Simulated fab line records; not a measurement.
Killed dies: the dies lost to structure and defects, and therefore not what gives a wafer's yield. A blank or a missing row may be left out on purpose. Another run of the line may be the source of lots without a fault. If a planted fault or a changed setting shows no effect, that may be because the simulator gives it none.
The tool behind it: which one?    flow sky130    24 lots, 72 wafers sampled, at 6 steps of a route of 708

WHAT THE GAUGES SHOWED, per wafer
SKY_NWELL_THK_MEAS_02. Usual: for NWELL_OXIDATION_THK the level is 9.97 nm and the standard deviation is 0.17.
lot   measured     on             NWELL_OXIDATION_THK (nm)  flag
L075  day 3 03:22  film-metro-03  9.81 9.75 9.94            
L074  day 3 03:23  film-metro-01  9.81 10.06 10.09          
L076  day 3 15:51  film-metro-04  10.04 9.87 9.72           
L077  day 3 15:51  film-metro-03  9.81 9.79 9.74            
L078  day 3 21:55  film-metro-04  9.96 9.96 10.00           
L079  day 3 21:58  film-metro-04  9.89 9.94 9.95            
L080  day 4 03:04  film-metro-03  10.16 10.30 10.13         
L081  day 4 11:31  film-metro-04  10.19 10.25 10.17         
L082  day 4 11:31  film-metro-03  9.78 9.85 9.91            
L083  day 4 17:11  film-metro-04  9.91 9.77 9.83            
L084  day 4 18:34  film-metro-01  10.08 10.15 10.04         
L085  day 5 01:22  film-metro-01  9.80 9.71 9.69            
L086  day 5 02:46  film-metro-04  9.98 9.96 10.00           
L087  day 5 08:26  film-metro-03  10.01 9.86 10.02          
L088  day 5 14:24  film-metro-01  9.72 9.96 9.83            
L089  day 5 20:28  film-metro-01  9.90 9.92 9.68            
L090  day 6 01:10  film-metro-04  9.96 9.78 9.69            
L091  day 6 08:22  film-metro-03  10.39 10.32 10.13         
L092  day 6 11:16  film-metro-03  10.17 10.24 10.17         
L093  day 6 15:08  film-metro-03  10.11 10.24 10.09         
L094  day 6 19:28  film-metro-01  10.08 10.01 10.05         
L095  day 7 01:49  film-metro-04  10.01 9.98 10.03          
L096  day 7 05:43  film-metro-01  10.04 9.75 9.78           
L097  day 7 11:39  film-metro-04  9.85 9.95 10.00           

SKY_NWELL_RS_MEAS_29: a four-point-probe measurement. Usual: for NWELL_RS the level is 619.2 ohm/sq and the standard deviation is 1.6.
lot   measured      on             NWELL_RS (ohm/sq)  flag
L075  day 5 21:13   film-metro-03  617.6 617.3 617.8  
L074  day 5 23:20   film-metro-04  619.9 617.7 619.1  
L076  day 6 14:22   film-metro-03  618.7 618.5 618.7  
L077  day 6 14:07   film-metro-01  616.2 618.4 619.7  
L078  day 6 19:47   film-metro-03  619.4 620.2 620.6  
L079  day 6 20:33   film-metro-03  617.0 617.2 616.7  
L080  day 7 05:17   film-metro-03  619.8 619.9 619.5  
L081  day 7 14:45   film-metro-01  622.4 620.2 620.2  
L082  day 7 13:46   film-metro-03  620.8 621.2 618.6  
L083  day 7 21:59   film-metro-01  622.2 619.3 619.0  
L084  day 7 23:41   film-metro-04  620.2 618.2 620.7  
L085  day 8 07:44   film-metro-01  619.4 618.9 621.2  
L086  day 8 10:11   film-metro-03  620.1 620.6 619.4  
L087  day 8 17:00   film-metro-01  620.7 619.1 619.4  
L088  day 8 22:05   film-metro-04  621.8 622.2 622.8  
L089  day 9 04:55   film-metro-04  616.0 618.1 615.3  
L090  day 9 11:18   film-metro-01  620.7 619.8 620.3  
L091  day 9 19:16   film-metro-04  620.8 621.9 621.9  
L092  day 10 00:23  film-metro-04  618.5 618.9 619.9  
L093  day 10 03:53  film-metro-04  614.9 615.9 616.3  
L094  day 10 09:34  film-metro-04  620.0 620.8 620.3  
L095  day 10 16:21  film-metro-03  618.5 617.9 617.6  
L096  day 10 19:56  film-metro-03  618.4 616.4 617.8  
L097  day 11 03:45  film-metro-03  621.1 620.8 621.0  

SKY_VT_ADJUST_LVTN_TW_MEAS_10. Usual: for VT_ADJUST_LVTN_TW the level is 242.9 and the standard deviation is 2.5.
lot   measured      on             VT_ADJUST_LVTN_TW  flag
L075  day 7 12:05   film-metro-01  245.6 245.0 245.3  
L074  day 7 14:33   film-metro-04  244.7 244.5 244.5  
L076  day 8 07:16   film-metro-01  246.3 246.6 245.7  
L077  day 8 06:55   film-metro-01  245.9 246.3 245.7  
L078  day 8 13:17   film-metro-04  242.9 243.5 243.1  
L079  day 8 13:18   film-metro-02  240.5 241.2 240.0  
L080  day 8 23:33   film-metro-04  243.1 242.4 242.8  
L081  day 9 08:48   film-metro-01  244.9 247.7 245.2  
L082  day 9 08:28   film-metro-02  239.1 239.3 241.1  
L083  day 9 16:38   film-metro-02  239.2 239.9 239.4  
L084  day 9 18:58   film-metro-04  244.1 242.7 243.7  
L085  day 10 03:55  film-metro-02  239.8 240.0 240.0  
L086  day 10 06:24  film-metro-04  245.2 244.6 244.1  
L087  day 10 13:40  film-metro-02  238.5 238.8 239.3  
L088  day 10 18:38  film-metro-02  240.0 240.1 239.4  
L089  day 11 02:35  film-metro-02  242.2 241.7 242.0  
L090  day 11 09:23  film-metro-02  243.4 241.4 241.8  
L091  day 11 17:20  film-metro-01  244.8 246.3 246.6  
L092  day 11 22:59  film-metro-02  242.7 244.4 242.5  
L093  day 12 03:35  film-metro-02  241.0 241.3 241.9  
L094  day 12 09:13  film-metro-01  245.7 244.2 245.3  
L095  day 12 17:20  film-metro-01  245.7 245.1 244.9  
L096  day 12 20:57  film-metro-02  240.8 241.1 240.1  
L097  day 13 05:51  film-metro-02  241.6 242.5 241.9  

SKY_LDD_N_OVL_MEAS_07. Usual: for LDD_N_OVL the level is 1.4 nm and the standard deviation is 1.1.
lot   measured      on          LDD_N_OVL (nm)  flag
L075  day 18 11:49  overlay-02  2.9 1.7 0.7     
L074  day 18 18:41  overlay-02  0.2 -0.6 -1.4   
L076  day 19 14:24  overlay-01  1.8 2.9 3.2     
L077  day 19 15:39  overlay-01  1.6 1.6 0.7     
L078  day 20 05:01  overlay-01  1.4 1.6 1.3     
L079  day 20 01:25  overlay-02  2.9 2.5 1.4     
L080  day 23 00:12  overlay-02  1.9 2.6 3.3     
L081  day 22 19:19  overlay-01  1.1 0.5 2.2     
L082  day 22 18:14  overlay-01  1.2 0.3 1.4     
L083  day 23 01:08  overlay-01  2.6 2.3 2.3     
L084  day 22 16:29  overlay-02  0.9 0.0 2.0     
L085  day 23 00:30  overlay-01  2.5 1.9 0.9     
L086  day 23 00:50  overlay-02  1.5 1.6 2.0     
L087  day 23 00:36  overlay-01  2.0 2.4 2.8     
L088  day 23 02:33  overlay-02  1.6 -0.2 0.7    
L089  day 23 06:49  overlay-01  2.9 1.0 2.1     
L090  day 23 13:38  overlay-01  3.4 2.7 1.7     
L091  day 24 09:35  overlay-01  0.5 -2.1 -0.7   
L092  day 24 13:49  overlay-01  0.2 2.0 2.0     
L093  day 24 17:59  overlay-01  2.3 1.2 2.2     
L094  day 24 19:04  overlay-01  0.8 1.9 2.1     
L095  day 25 06:24  overlay-01  0.9 0.2 0.2     
L096  day 25 14:01  overlay-02  1.7 2.8 1.1     
L097  day 25 22:02  overlay-02  2.1 2.7 1.7     

SKY_POLY_CUT_OVL_MEAS_09. Usual: for POLY_CUT_OVL the level is 1 nm and the standard deviation is 5.6.
lot   measured      on          POLY_CUT_OVL (nm)  flag
L075  day 24 23:34  overlay-02  2 -4 -3            
L074  day 25 06:46  overlay-01  -19 -5 -11         
L076  day 26 02:04  overlay-01  8 1 12             
L077  day 26 02:15  overlay-02  -8 0 2             
L078  day 26 16:55  overlay-01  4 2 -1             
L079  day 26 10:01  overlay-02  5 2 4              
L080  day 29 07:07  overlay-01  7 2 -2             
L081  day 29 02:43  overlay-02  5 4 -3             
L082  day 29 01:17  overlay-01  -3 0 0             
L083  day 29 08:39  overlay-02  7 1 -1             
L084  day 28 22:51  overlay-02  9 6 0              
L085  day 29 06:46  overlay-01  -4 -6 -6           
L086  day 29 08:22  overlay-02  -2 6 -2            
L087  day 29 06:55  overlay-01  -2 7 0             
L088  day 29 08:31  overlay-01  -2 6 4             
L089  day 29 10:30  overlay-01  0 -1 6             
L090  day 29 17:33  overlay-02  8 -4 0             
L091  day 30 14:37  overlay-01  12 1 6             
L092  day 30 17:50  overlay-01  -7 -8 -6           
L093  day 30 19:42  overlay-02  0 1 1              
L094  day 30 22:02  overlay-01  3 -3 -6            
L095  day 31 07:32  overlay-01  -1 -4 -1           
L096  day 31 17:29  overlay-01  3 2 0              
L097  day 31 21:48  overlay-02  8 0 2              

WHICH TOOL RAN EACH LOT (tool, then ch and the chambers of the sampled wafers, then the start)
lot   SKY_SONOS_ONO_STRIP_17
L075  plasma-asher-02 ch 0,1, day 13 11:16
L074  plasma-asher-03 ch 0,1, day 13 15:12
L076  plasma-asher-04 ch 0,1, day 14 09:00
L077  plasma-asher-04 ch 0,1, day 14 08:44
L078  plasma-asher-03 ch 0,1, day 14 18:13
L079  plasma-asher-02 ch 0,1, day 14 17:34
L080  plasma-asher-03 ch 0,1, day 17 06:41
L081  plasma-asher-03 ch 0,1, day 17 05:40
L082  plasma-asher-04 ch 0,1, day 17 05:52
L083  plasma-asher-02 ch 1, day 17 06:57
L084  plasma-asher-02 ch 0, day 17 05:58
L085  plasma-asher-03 ch 0,1, day 17 06:18
L086  plasma-asher-04 ch 0,1, day 17 06:57
L087  plasma-asher-04 ch 0,1, day 17 06:18
L088  plasma-asher-03 ch 0,1, day 17 11:54
L089  plasma-asher-04 ch 0,1, day 17 17:35
L090  plasma-asher-03 ch 0,1, day 18 03:55
L091  plasma-asher-04 ch 0,1, day 18 22:48
L092  plasma-asher-03 ch 0,1, day 19 01:00
L093  plasma-asher-04 ch 0,1, day 19 04:52
L094  plasma-asher-02 ch 0,1, day 19 10:40
L095  plasma-asher-04 ch 0,1, day 19 21:38
L096  plasma-asher-03 ch 0,1, day 20 02:47
L097  plasma-asher-04 ch 0,1, day 20 13:01
- SKY_SONOS_ONO_STRIP_17: strips in O2/N2.

AS READ BY THE TOOLS THEMSELVES (means over the sampled wafers that have a number; for cases with no such wafer, the mark the record gives instead)
SKY_SONOS_ONO_STRIP_17. Usual: drypump-motor-current-A 5.7 A, standard deviation 0.46; oes-product-au 0.710 a.u., standard deviation 0.0051; strip-time-to-endpoint-s 14.34 s, standard deviation 0.037.
lot   tool             drypump-motor-current-A (A)  oes-product-au (a.u.)  strip-time-to-endpoint-s (s)  flag
L075  plasma-asher-02  5.0                          0.712                  14.38                         
L074  plasma-asher-03  5.9                          0.707                  14.36                         
L076  plasma-asher-04  6.0                          0.709                  14.36                         
L077  plasma-asher-04  6.0                          0.710                  14.29                         
L078  plasma-asher-03  5.8                          0.708                  14.39                         
L079  plasma-asher-02  4.9                          0.709                  14.35                         
L080  plasma-asher-03  5.8                          0.713                  14.31                         
L081  plasma-asher-03  5.8                          0.710                  14.37                         
L082  plasma-asher-04  5.7                          0.709                  14.31                         
L083  plasma-asher-02  4.7                          0.709                  14.38                         
L084  plasma-asher-02  5.2                          0.714                  14.33                         
L085  plasma-asher-03  5.8                          0.707                  14.34                         
L086  plasma-asher-04  5.8                          0.708                  14.39                         
L087  plasma-asher-04  5.7                          0.716                  14.28                         
L088  plasma-asher-03  5.8                          0.712                  14.36                         
L089  plasma-asher-04  6.0                          0.707                  14.36                         
L090  plasma-asher-03  5.8                          0.708                  14.32                         
L091  plasma-asher-04  5.8                          0.712                  14.29                         
L092  plasma-asher-03  5.9                          0.714                  14.31                         
L093  plasma-asher-04  5.7                          0.710                  14.30                         
L094  plasma-asher-02  4.9                          0.715                  14.32                         
L095  plasma-asher-04  6.0                          0.707                  14.36                         
L096  plasma-asher-03  5.8                          0.714                  14.33                         
L097  plasma-asher-04  6.0                          0.705                  14.31                         

THE ANSWER, worked out from the rows above alone
Rule: take the mean of a lot's wafers that have a number; if it is more than 3 standard deviations from the usual mean, the lot is off. A lot without any number at a reading at which 4 lots or more have one is off too. Where the step has rows for the other lots, those lots are counted as sound. Order of review: gauges by route order, followed by the tools' own readings, for which a lot's mean as printed above is used. At the first step where some lot is off, the reading lying furthest off is the one used; lots without a number count as furthest.
No lot is off on any of the readings shown, so nothing can be concluded from this.

WHAT THE SIMULATOR PUT IN
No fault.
